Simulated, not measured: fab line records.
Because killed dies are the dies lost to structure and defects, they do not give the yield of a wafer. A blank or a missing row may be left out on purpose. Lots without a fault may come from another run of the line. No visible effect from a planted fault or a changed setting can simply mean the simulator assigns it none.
fab line records	flow gf180mcu
record lots=11	wafers=33	lastDay=35
route steps=602 shown V3@450 M4@473 V4@478
lots with no fault: from the same line, run without faults
startH: start of the lot's first displayed wafer, in hours after the record's first day	waitH: hours elapsed since this lot's preceding step	" as in the row above	L1.1+2: a single row standing in for several wafers	- no value, or no start was given	* or withheld: withheld	< > ~ a bound
route shown NAME@n: NAME is a module with steps in the file, n the number in the route of the first one	usual: mean/standard deviation taken from wafers without a fault	same: alike in all rows	chamber/n: place in a boat	sites: the reading at each site	_std_site: standard deviation across them	_edge_site: the outer-site mean with the inner-site mean subtracted	radiusMm: how far each site lies from the wafer's centre	mask NAME#n: copy n	behind: tool/chamber where the wafer was last shaped	hold: what put the lot on hold/how long, in hours/how the hold closed	device: which transistor (n, p or np) failed to switch	end of line: at the end of the route, the tests of the same wafers	where a step has no rows: the recipe by itself	killed: the dies lost at the first sort to structure and to defects; this is not the yield of the wafer	map: a wafer's dies, marking killed ones x, the rest . and places with no die _
set.NAME: the setting as run; set.NAME@STEP: as run at that earlier step	model.NAME: the simulator's own value behind a step, which no gauge read
a sample of lots followed through the steps of the route, with each step as a table and each wafer as a row
services: a tool's chamber out of use, with start hour (startH, from the record's first day; less than 0 if before it), hours out, and reason
## steps
# step GF_V3_SPUTTER_21
# recipe material=Ti	targetThkNm=15	chamberPressurePa=5	powerW=2500	substrateTempC=200	timeS=80.02
# usual cathodeDcPowerW=2500.0/0.45	throttleValvePct=30.0/1
lot.wafer	tool	chamber	startH	waitH	cathodeDcPowerW	throttleValvePct
L268.1	pvdSputter-01	-	531.94	0.0	2499.8	32.0
L268.2	"	-	"	"	2499.9	30.7
L268.4	"	-	"	"	2499.5	30.3
L269.1	pvdSputter-01	-	548.66	0.0	2499.5	30.6
L269.3	"	-	"	"	2500.1	29.8
L269.4	"	-	"	"	2499.9	32.0
L273.2	pvdSputter-01	-	583.47	0.0	2500.7	29.6
L273.3	"	-	"	"	2499.9	30.4
L273.6	"	-	"	"	2500.6	29.6
L274.1	pvdSputter-03	-	590.42	0.0	2499.9	28.8
L274.2	"	-	"	"	2500.2	30.4
L274.6	"	-	"	"	2500.2	30.4
L275.1	pvdSputter-03	-	598.09	0.0	2500.1	30.7
L275.3	"	-	"	"	2499.9	30.6
L275.5	"	-	"	"	2499.8	28.5
L281.3	pvdSputter-03	-	637.37	0.0	2500.6	31.2
L281.4	"	-	"	"	2500.0	30.7
L281.5	"	-	"	"	2500.2	28.8
L284.1	pvdSputter-03	-	660.81	0.0	2499.8	30.6
L284.2	"	-	"	"	2499.5	31.0
L284.5	"	-	"	"	2499.9	30.8
L285.1	pvdSputter-03	-	670.16	0.0	2499.6	30.6
L285.5	"	-	"	"	2500.0	30.6
L285.6	"	-	"	"	2499.9	30.5
L288.3	pvdSputter-03	-	689.07	0.0	2499.7	30.5
L288.4	"	-	"	"	2500.1	30.8
L288.6	"	-	"	"	2500.5	28.8
L289.1	pvdSputter-04	-	701.19	0.0	2500.1	28.3
L289.4	"	-	"	"	2500.0	30.0
L289.5	"	-	"	"	2500.2	30.1
L290.2	pvdSputter-03	-	707.33	0.0	2500.4	30.7
L290.4	"	-	"	"	2500.3	30.9
L290.6	"	-	"	"	2499.9	30.9
# step GF_M4_STRIP_17
# recipe chemistry=O2/N2	powerW=1400	pressureMtorr=1500	platenTempC=250	o2FlowSccm=3000	n2FlowSccm=300	overashFraction=0.5
# usual chamberPressureMTorr=1500.1/1.4	drypumpMotorCurrentA=5.9/0.53	heaterPowerW=354/55	oesProductAu=0.535/0.005	stripTimeToEndpointS=7.35/0.057
lot.wafer	tool	chamber	startH	waitH	chamberPressureMTorr	drypumpMotorCurrentA	heaterPowerW	oesProductAu	rfHoursCounterH	stripTimeToEndpointS
L268.1	plasmaAsher-02	0	556.08	0.1	1500.7	6.3	403	0.537	48	7.34
L268.2	"	1	"	"	1498.6	6.3	325	0.540	48	7.35
L268.4	"	1	"	"	1503.0	6.3	327	0.536	-	7.36
L269.1	plasmaAsher-01	1	572.08	0.1	1499.1	5.4	396	0.531	76	7.36
L269.3	"	1	"	"	1501.7	5.4	390	0.535	-	7.32
L269.4	"	0	"	"	1503.9	5.0	355	0.542	-	7.36
L273.2	plasmaAsher-01	0	606.44	0.1	1501.4	5.0	363	0.534	80	7.26
L273.3	"	1	"	"	1500.2	5.4	388	0.535	-	7.28
L273.6	"	0	"	"	1501.6	5.0	355	0.543	-	7.29
L274.1	plasmaAsher-02	1	613.63	0.1	1499.6	6.3	328	0.535	54	7.39
L274.2	"	0	"	"	1499.3	6.3	407	0.538	54	7.41
L274.6	"	0	"	"	1499.8	6.4	399	0.534	-	7.35
L275.1	plasmaAsher-02	0	620.88	0.1	1498.6	6.4	394	0.539	55	7.39
L275.3	"	0	"	"	1500.9	6.3	406	0.536	-	7.35
L275.5	"	1	"	"	1501.7	6.3	331	0.527	-	7.38
L281.3	plasmaAsher-03	1	659.61	0.1	1502.8	6.2	225	0.535	-	7.30
L281.4	"	0	"	"	1499.6	6.2	389	0.528	-	7.39
L281.5	"	0	"	"	1501.3	6.3	388	0.536	-	7.31
L284.1	plasmaAsher-03	1	682.28	0.1	1500.2	6.2	222	0.540	28	7.37
L284.2	"	0	"	"	1499.7	6.3	388	0.531	28	7.31
L284.5	"	1	"	"	1499.8	6.2	226	0.537	-	7.32
L285.1	plasmaAsher-02	0	691.17	0.1	1501.0	6.3	403	0.537	62	7.42
L285.5	"	1	"	"	1499.4	6.3	337	0.538	-	7.40
L285.6	"	0	"	"	1501.1	6.4	392	0.540	-	7.39
L288.3	plasmaAsher-01	0	709.72	0.1	1500.5	5.0	354	0.535	-	7.33
L288.4	"	1	"	"	1500.8	5.4	391	0.536	-	7.40
L288.6	"	0	"	"	1499.5	5.0	365	0.538	-	7.38
L289.1	plasmaAsher-02	1	721.57	0.1	1500.7	6.3	322	0.544	65	7.36
L289.4	"	0	"	"	1498.1	6.3	398	0.530	-	7.32
L289.5	"	1	"	"	1501.5	6.3	318	0.533	-	7.41
L290.2	plasmaAsher-01	1	726.58	0.1	1499.5	5.4	389	0.542	91	7.43
L290.4	"	0	"	"	1498.4	5.0	361	0.534	-	7.32
L290.6	"	1	"	"	1499.7	5.4	389	0.545	-	7.31
# step GF_V4_CVD_02
# recipe material=SiO2	targetThkNm=850	precursor=TEOS	tempC=400	timeS=94.851	rfW=600
# usual heaterPowerW=668/99	susceptorTempC=399.98/0.21
lot.wafer	tool	chamber	startH	waitH	heaterPowerW	susceptorTempC
L268.1	pecvd-02	0	556.74	0.1	551	399.85
L268.2	"	2	"	"	788	400.29
L268.4	"	0	"	"	590	399.61
L269.1	pecvd-01	1	572.74	0.1	520	399.96
L269.3	"	0	"	"	867	399.95
L269.4	"	1	"	"	574	400.06
L273.2	pecvd-02	0	607.10	0.0	524	399.87
L273.3	"	1	"	"	524	399.83
L273.6	"	2	"	"	815	399.89
L274.1	pecvd-02	1	614.33	0.1	642	399.99
L274.2	"	0	"	"	592	400.14
L274.6	"	0	"	"	595	400.18
L275.1	pecvd-02	2	621.58	0.1	832	399.87
L275.3	"	1	"	"	577	400.01
L275.5	"	0	"	"	593	399.66
L281.3	pecvd-01	1	660.27	0.0	570	400.20
L281.4	"	1	"	"	439	399.96
L281.5	"	0	"	"	865	399.77
L284.1	pecvd-02	1	682.96	0.1	633	400.02
L284.2	"	2	"	"	827	399.59
L284.5	"	1	"	"	522	399.90
L285.1	pecvd-02	0	691.85	0.1	610	400.12
L285.5	"	0	"	"	476	400.35
L285.6	"	1	"	"	638	400.05
L288.3	pecvd-04	1	710.38	0.0	645	400.36
L288.4	"	1	"	"	703	399.85
L288.6	"	0	"	"	650	400.24
L289.1	pecvd-01	1	722.24	0.1	566	399.89
L289.4	"	1	"	"	467	399.62
L289.5	"	2	"	"	744	399.88
L290.2	pecvd-01	2	727.25	0.0	774	399.65
L290.4	"	2	"	"	640	399.85
L290.6	"	0	"	"	843	400.18
# step GF_V4_THK_MEAS_03
# recipe reads=SiO2_of_V4_CVD_02
# usual V4_CVD_02_THK=844/13
lot.wafer	tool	chamber	startH	waitH	V4_CVD_02_THK[nm]
L268.1	filmMetro-04	-	556.81	0.0	832
L268.2	"	-	"	"	837
L268.4	"	-	"	"	846
L269.1	filmMetro-02	-	572.81	0.0	837
L269.3	"	-	"	"	838
L269.4	"	-	"	"	848
L273.2	filmMetro-04	-	607.18	0.0	823
L273.3	"	-	"	"	824
L273.6	"	-	"	"	831
L274.1	filmMetro-03	-	614.40	0.0	831
L274.2	"	-	"	"	839
L274.6	"	-	"	"	849
L275.1	filmMetro-03	-	621.65	0.0	827
L275.3	"	-	"	"	843
L275.5	"	-	"	"	851
L281.3	filmMetro-03	-	660.36	0.1	835
L281.4	"	-	"	"	852
L281.5	"	-	"	"	855
L284.1	filmMetro-03	-	683.03	0.0	772
L284.2	"	-	"	"	777
L284.5	"	-	"	"	798
L285.1	filmMetro-02	-	691.92	0.0	779
L285.5	"	-	"	"	787
L285.6	"	-	"	"	796
L288.3	filmMetro-04	-	710.47	0.1	850
L288.4	"	-	"	"	854
L288.6	"	-	"	"	872
L289.1	filmMetro-03	-	722.31	0.0	828
L289.4	"	-	"	"	847
L289.5	"	-	"	"	841
L290.2	filmMetro-04	-	727.33	0.0	825
L290.4	"	-	"	"	835
L290.6	"	-	"	"	856
# step GF_V4_CMP_04
# recipe material=SiO2	downForcePsi=4	platenRpm=60	padVelocityMS=0.94248
# usual headPressurePsi=4.001/0.0096	motorCurrentA=11.3/0.86	timeToEndpointS=80/6
lot.wafer	tool	chamber	startH	waitH	headPressurePsi	motorCurrentA	timeToEndpointS
L268.2	cmp-02	3	556.92	0.1	4.001	10.1	87
L268.1	"	0	"	"	3.997	12.4	85
L268.4	"	1	"	"	3.984	11.4	85
L269.1	cmp-01	0	572.96	0.1	4.012	11.2	80
L269.4	"	2	"	"	4.020	10.5	85
L269.3	"	3	"	"	3.996	11.3	75
L273.3	cmp-02	0	607.33	0.1	4.009	13.2	71
L273.2	"	1	"	"	4.013	11.6	69
L273.6	"	3	"	"	4.003	10.6	74
L274.2	cmp-01	1	614.56	0.1	4.011	10.2	78
L274.1	"	2	"	"	3.988	10.3	77
L274.6	"	3	"	"	3.996	11.1	80
L275.3	cmp-02	2	621.81	0.1	3.991	12.1	73
L275.1	"	3	"	"	3.996	10.2	73
L275.5	"	1	"	"	3.993	11.1	78
L281.4	cmp-01	1	660.40	0.0	4.005	11.1	82
L281.3	"	0	"	"	4.009	11.5	82
L281.5	"	2	"	"	3.998	10.6	85
L284.2	cmp-02	1	683.14	0.1	4.016	10.7	49
L284.1	"	3	"	"	4.001	9.9	53
L284.5	"	0	"	"	4.003	13.3	61
L285.1	cmp-02	0	692.08	0.1	3.987	12.6	59
L285.6	"	2	"	"	4.000	11.8	62
L285.5	"	3	"	"	3.994	10.1	61
L288.3	cmp-01	0	710.56	0.1	4.005	10.9	86
L288.4	"	1	"	"	3.998	10.6	86
L288.6	"	0	"	"	4.007	11.5	95
L289.4	cmp-01	1	722.57	0.2	4.001	10.4	82
L289.1	"	2	"	"	4.009	10.7	78
L289.5	"	0	"	"	4.012	11.7	84
L290.2	cmp-01	2	727.43	0.1	3.999	10.8	79
L290.4	"	3	"	"	4.000	11.3	73
L290.6	"	1	"	"	4.020	10.8	83
# step GF_V4_CMP_26
# recipe stopOn=SiO2	downForcePsi=3.5	platenRpm=60	tOverpolishS=15	targetThkNm=0	padVelocityMS=0.94248
# usual headPressurePsi=3.500/0.0079	motorCurrentA=10.4/0.83	overpolishRunS=15.001/0.0089	timeToEndpointS=86/4.5
lot.wafer	tool	chamber	startH	waitH	headPressurePsi	motorCurrentA	overpolishRunS	timeToEndpointS
L268.1	cmp-01	1	580.61	0.1	3.502	9.9	15.009	84
L268.4	"	2	"	"	3.501	10.0	14.995	87
L268.2	"	3	"	"	3.499	10.2	15.005	84
L269.1	cmp-02	3	595.71	0.1	3.508	8.8	15.003	91
L269.4	"	1	"	"	3.497	10.4	14.996	82
L269.3	"	2	"	"	3.500	10.5	14.988	83
L273.3	cmp-02	1	630.36	0.1	3.504	10.7	15.016	81
L273.2	"	2	"	"	3.492	10.4	15.014	76
L273.6	"	1	"	"	3.503	10.8	14.998	80
L274.1	cmp-01	0	636.59	0.1	3.495	10.2	14.988	93
L274.2	"	3	"	"	3.496	10.5	14.996	81
L274.6	"	1	"	"	3.511	9.8	14.994	88
L275.1	cmp-01	3	643.91	0.1	3.490	10.6	15.009	79
L275.3	"	1	"	"	3.499	9.7	15.003	80
L275.5	"	2	"	"	3.498	9.7	15.015	87
L281.4	cmp-02	3	682.34	0.1	3.499	9.8	15.012	91
L281.3	"	1	"	"	3.515	10.5	14.996	83
L281.5	"	2	"	"	3.495	11.0	15.002	84
L284.1	cmp-02	1	704.01	0.1	3.514	9.8	14.993	87
L284.2	"	3	"	"	3.496	9.7	15.007	91
L284.5	"	1	"	"	3.495	10.6	14.994	87
L285.1	cmp-01	1	712.51	0.1	3.489	9.3	15.006	85
L285.5	"	0	"	"	3.506	10.9	14.997	95
L285.6	"	1	"	"	3.505	9.2	15.000	84
L288.3	cmp-02	0	730.39	0.1	3.487	11.4	14.995	94
L288.4	"	2	"	"	3.499	10.8	14.997	85
L288.6	"	3	"	"	3.513	9.5	15.017	89
L289.1	cmp-02	2	742.92	0.1	3.499	10.9	15.019	79
L289.4	"	3	"	"	3.507	9.3	15.007	90
L289.5	"	0	"	"	3.507	11.8	15.012	92
L290.4	cmp-02	0	747.87	1.1	3.498	12.1	15.006	88
L290.2	"	1	"	"	3.500	10.4	14.998	85
L290.6	"	1	"	"	3.500	10.6	15.017	82
## services
tool	chamber	startH	hours	kind
plasmaAsher-01	-	515.57	1.4	repair
pvdSputter-03	-	518.58	3.5	repair
pecvd-02	-	540.47	6.0	pm
cmp-01	-	551.70	6.0	pm
plasmaAsher-01	-	555.50	5.7	repair
cmp-02	-	572.00	4.0	pm
cmp-02	-	581.91	1.5	repair
cmp-02	-	594.59	0.9	repair
pecvd-01	-	620.18	2.3	repair
pecvd-02	0	630.66	13.1	repair
cmp-02	-	632.75	9.7	pm
cmp-02	-	651.59	0.7	repair
cmp-01	-	662.04	1.9	repair
cmp-01	-	666.77	2.4	repair
cmp-01	-	679.07	1.1	repair
pecvd-01	-	707.21	0.3	repair
cmp-02	-	709.71	1.2	repair
cmp-02	-	715.00	1.4	repair
cmp-01	-	725.54	1.6	repair
cmp-01	-	725.79	0.9	repair
pvdSputter-03	-	737.09	12.3	repair
cmp-01	-	744.00	4.0	pm
cmp-02	-	745.61	1.4	repair
pvdSputter-03	-	746.64	4.2	repair
## key
firstSign step=GF_V4_THK_MEAS_03	reading=V4_CVD_02_THK	direction=down	sigmas=4.6	usual=844	struck=785
effect step=GF_V4_CMP_04	reading=timeToEndpointS	direction=down	sigmas=3.8	usual=*	struck=*
metAt GF_V4_CVD_02
struckLots L284,L285
notActingAt GF_V3_SPUTTER_21,GF_M4_STRIP_17,GF_V4_CMP_26
onsetBetween 621.58 682.96
fault kind=processParameterDrift	tool=pecvd-02	chamber=-	onsetH=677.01	steps=GF_V4_CVD_02	channel=targetThkNm	offset=-56.951	shape=step	endH=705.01	actsIn=theseRecipesOnly	stated=850
